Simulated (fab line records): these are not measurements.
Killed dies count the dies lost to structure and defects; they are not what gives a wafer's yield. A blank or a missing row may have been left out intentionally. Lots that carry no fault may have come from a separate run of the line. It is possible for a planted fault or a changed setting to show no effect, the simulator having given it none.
Which tool was responsible? || flow gf180mcu || 36 wafers from 12 lots sampled at 4 of the route's 602 steps

WHAT THE GAUGES READ, wafer by wafer
GF_V4_OVL_MEAS_15.
{"lot": "L075", "measured": "day 24 20:08", "on": "overlay-01", "V4_OVL (nm)": "-3 -4 1"}
{"lot": "L077", "measured": "day 25 11:28", "on": "overlay-01", "V4_OVL (nm)": "-5 0 -2"}
{"lot": "L079", "measured": "day 26 03:37", "on": "overlay-01", "V4_OVL (nm)": "2 1 5"}
{"lot": "L081", "measured": "day 26 19:51", "on": "overlay-01", "V4_OVL (nm)": "2 2 2"}
{"lot": "L083", "measured": "day 27 10:10", "on": "overlay-01", "V4_OVL (nm)": "3 10 -2"}
{"lot": "L085", "measured": "day 28 03:16", "on": "overlay-02", "V4_OVL (nm)": "5 10 3"}
{"lot": "L087", "measured": "day 28 19:53", "on": "overlay-02", "V4_OVL (nm)": "11 9 10"}
{"lot": "L089", "measured": "day 29 09:16", "on": "overlay-01", "V4_OVL (nm)": "1 -6 -10"}
{"lot": "L091", "measured": "day 29 23:47", "on": "overlay-02", "V4_OVL (nm)": "1 -4 0"}
{"lot": "L093", "measured": "day 30 10:28", "on": "overlay-02", "V4_OVL (nm)": "0 -2 -1"}
{"lot": "L095", "measured": "day 30 20:19", "on": "overlay-01", "V4_OVL (nm)": "-1 2 4"}
{"lot": "L097", "measured": "day 31 10:04", "on": "overlay-01", "V4_OVL (nm)": "-5 -6 2"}

EACH LOT AND THE TOOL THAT RAN IT (in order: tool; ch and the chambers of the sampled wafers; start)
{"lot": "L075", "GF_STI_ETCH_14": "rie_si-02 ch 0,2,3, day 2 06:43", "GF_V3_SPUTTER_22": "pvd_sputter-03, day 22 20:11", "GF_V4_CMP_04": "cmp-01 ch 1,2,3, day 23 21:17"}
{"lot": "L077", "GF_STI_ETCH_14": "rie_si-02 ch 0,2,3, day 2 16:34", "GF_V3_SPUTTER_22": "pvd_sputter-02, day 23 12:29", "GF_V4_CMP_04": "cmp-01 ch 1,2,3, day 24 13:14"}
{"lot": "L079", "GF_STI_ETCH_14": "rie_si-01 ch 0,2, day 3 04:13", "GF_V3_SPUTTER_22": "pvd_sputter-03, day 24 06:21", "GF_V4_CMP_04": "cmp-02 ch 2,3, day 25 06:27"}
{"lot": "L081", "GF_STI_ETCH_14": "rie_si-01 ch 1,3, day 3 13:40", "GF_V3_SPUTTER_22": "pvd_sputter-03, day 24 22:55", "GF_V4_CMP_04": "cmp-01 ch 1,3, day 25 22:30"}
{"lot": "L083", "GF_STI_ETCH_14": "rie_si-02 ch 2,3, day 3 23:43", "GF_V3_SPUTTER_22": "pvd_sputter-03, day 25 14:40", "GF_V4_CMP_04": "cmp-01 ch 0,2,3, day 26 13:00"}
{"lot": "L085", "GF_STI_ETCH_14": "rie_si-02 ch 0,1,3, day 4 11:52", "GF_V3_SPUTTER_22": "pvd_sputter-03, day 26 09:02", "GF_V4_CMP_04": "cmp-01 ch 0,2,3, day 27 07:22"}
{"lot": "L087", "GF_STI_ETCH_14": "rie_si-01 ch 0,1,3, day 4 20:31", "GF_V3_SPUTTER_22": "pvd_sputter-02, day 27 02:02", "GF_V4_CMP_04": "cmp-02 ch 0,1,3, day 28 00:32"}
{"lot": "L089", "GF_STI_ETCH_14": "rie_si-02 ch 0,1,2, day 5 07:06", "GF_V3_SPUTTER_22": "pvd_sputter-04, day 27 16:00", "GF_V4_CMP_04": "cmp-01 ch 0,2,3, day 28 13:24"}
{"lot": "L091", "GF_STI_ETCH_14": "rie_si-02 ch 1,3, day 5 19:10", "GF_V3_SPUTTER_22": "pvd_sputter-02, day 28 07:17", "GF_V4_CMP_04": "cmp-02 ch 0,2,3, day 29 05:02"}
{"lot": "L093", "GF_STI_ETCH_14": "rie_si-01 ch 0,1, day 6 02:55", "GF_V3_SPUTTER_22": "pvd_sputter-03, day 28 18:39", "GF_V4_CMP_04": "cmp-01 ch 1,2, day 29 15:34"}
{"lot": "L095", "GF_STI_ETCH_14": "rie_si-02 ch 0,2, day 6 13:10", "GF_V3_SPUTTER_22": "pvd_sputter-03, day 29 05:25", "GF_V4_CMP_04": "cmp-02 ch 0,1,2, day 30 01:58"}
{"lot": "L097", "GF_STI_ETCH_14": "rie_si-02 ch 0,3, day 7 01:10", "GF_V3_SPUTTER_22": "pvd_sputter-04, day 29 19:35", "GF_V4_CMP_04": "cmp-01 ch 0,2,3, day 30 16:20"}
- GF_STI_ETCH_14: etches Si in HBr/Cl2/O2, target depth 360 nm, time 102.9 s.
- GF_V3_SPUTTER_22: material TiN, target thk 10 nm, time 40 s.
- GF_V4_CMP_04: polishes SiO2.

THE ANSWER, worked out from the rows above alone
Rule: the lots themselves supply what counts as usual. The widest of any qualifying gaps counts: lots, ordered by their means at a reading, are off when they make up no more than a third of the lots, leave a main group of 4 or more, and stand apart from it by 3 or more times the standard deviation of that group's means. A main group is skipped when, at the precision printed for the reading in the tables above, its means are all equal. Also off: a lot with no number at a reading for which 4 or more lots have one. The other lots that the step has rows for count as sound.
Across all readings shown, no lot is off: no conclusion can be drawn from this.

WHAT THE SIMULATOR HAD PUT IN
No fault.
